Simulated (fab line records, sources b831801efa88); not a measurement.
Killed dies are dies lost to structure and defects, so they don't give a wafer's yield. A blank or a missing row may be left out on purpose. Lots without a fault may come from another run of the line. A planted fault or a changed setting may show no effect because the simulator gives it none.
Tool commonality check | flow gf180mcu | 11 lots, 33 wafers sampled

WHY IT WAS OPENED
At GF_VT_IMPLANT_TW_MEAS_21 the reading VT_IMPLANT_2_TW is flagged on 3 of 11 lots. Wafers without a fault read 1224, standard deviation 11.
Rule: a lot is flagged when every wafer of it that has a number lies more than 4 standard deviations from that mean, or none has a number. The other lots count as sound.

lot  | measured     | on            | VT_IMPLANT_2_TW, wafer by wafer | flag
L715 | day 8 22:39  | film_metro-01 | 1213 1218 1213                  |
L716 | day 9 04:10  | film_metro-01 | 30 30 30                        | FLAGGED
L717 | day 9 10:11  | film_metro-04 | 30 30 30                        | FLAGGED
L718 | day 9 17:22  | film_metro-04 | 30 30 30                        | FLAGGED
L719 | day 10 00:02 | film_metro-04 | 1244 1238 1241                  |
L722 | day 10 20:53 | film_metro-04 | 1232 1236 1233                  |
L723 | day 11 00:16 | film_metro-04 | 1224 1229 1236                  |
L724 | day 11 06:46 | film_metro-04 | 1224 1232 1230                  |
L726 | day 12 09:01 | film_metro-02 | 1207 1193 1197                  |
L727 | day 12 09:37 | film_metro-01 | 1223 1224 1226                  |
L728 | day 12 12:47 | film_metro-04 | 1232 1228 1222                  |
The numbers of the flagged lots are 30 on average: -1194 against the usual, or -99 or more standard deviations.

WHICH TOOL RAN EACH LOT
The record holds 2 process steps before the reading, out of a route of 602 steps. In each cell: the tool, then ch and the chambers that the sampled wafers went through, then the start.
lot  | flag    | GF_VT_IMPLANT_STRIP_09               | GF_VT_IMPLANT_STRIP_20
L715 |         | plasma_asher-01 ch 0,1, day 8 05:13  | plasma_asher-01 ch 0,1, day 8 22:32
L716 | FLAGGED | plasma_asher-04 ch 0, day 8 11:18    | plasma_asher-02 ch 0,1, day 9 04:03
L717 | FLAGGED | plasma_asher-04 ch 0,1, day 8 16:52  | plasma_asher-04 ch 0,1, day 9 10:05
L718 | FLAGGED | plasma_asher-01 ch 0,1, day 8 23:29  | plasma_asher-04 ch 1, day 9 17:15
L719 |         | plasma_asher-01 ch 0,1, day 9 05:53  | plasma_asher-04 ch 0,1, day 9 23:56
L722 |         | plasma_asher-04 ch 0,1, day 10 02:56 | plasma_asher-01 ch 0,1, day 10 20:47
L723 |         | plasma_asher-02 ch 0,1, day 10 06:03 | plasma_asher-01 ch 0,1, day 11 00:10
L724 |         | plasma_asher-01 ch 0,1, day 10 12:27 | plasma_asher-02 ch 0,1, day 11 06:39
L726 |         | plasma_asher-04 ch 0,1, day 11 13:21 | plasma_asher-01 ch 0,1, day 12 08:55
L727 |         | plasma_asher-04 ch 0,1, day 11 14:08 | plasma_asher-04 ch 0,1, day 12 09:31
L728 |         | plasma_asher-02 ch 0,1, day 11 17:35 | plasma_asher-02 ch 0,1, day 12 12:41
What these steps do:
- GF_VT_IMPLANT_STRIP_09: strips in O2/N2.
- GF_VT_IMPLANT_STRIP_20: strips in O2/N2.
- GF_VT_IMPLANT_TW_MEAS_21

FLAGGED OVER TOTAL, TOOL BY TOOL (the gauges that took the reading come last)
step                     | tool            | lots run | flagged | share of the flagged lots | sound lots run after its first flagged lot
GF_VT_IMPLANT_STRIP_09   | plasma_asher-01 | 4        | 1       | some                      | 2 (L719,L724)
GF_VT_IMPLANT_STRIP_09   | plasma_asher-02 | 2        | 0       | none                      | -
GF_VT_IMPLANT_STRIP_09   | plasma_asher-04 | 5        | 2       | some                      | 3 (L722,L726,L727)
GF_VT_IMPLANT_STRIP_20   | plasma_asher-01 | 4        | 0       | none                      | -
GF_VT_IMPLANT_STRIP_20   | plasma_asher-02 | 3        | 1       | some                      | 2 (L724,L728)
GF_VT_IMPLANT_STRIP_20   | plasma_asher-04 | 4        | 2       | some                      | 2 (L719,L727)
GF_VT_IMPLANT_TW_MEAS_21 | film_metro-01   | 3        | 1       | some                      | 1 (L727)
GF_VT_IMPLANT_TW_MEAS_21 | film_metro-02   | 1        | 0       | none                      | -
GF_VT_IMPLANT_TW_MEAS_21 | film_metro-04   | 7        | 2       | some                      | 5 (L719,L722,L723,L724,L728)

WHAT THE TABLE ALLOWS
No row of the table ran every flagged lot.

WHAT THE SIMULATOR HAD PUT IN
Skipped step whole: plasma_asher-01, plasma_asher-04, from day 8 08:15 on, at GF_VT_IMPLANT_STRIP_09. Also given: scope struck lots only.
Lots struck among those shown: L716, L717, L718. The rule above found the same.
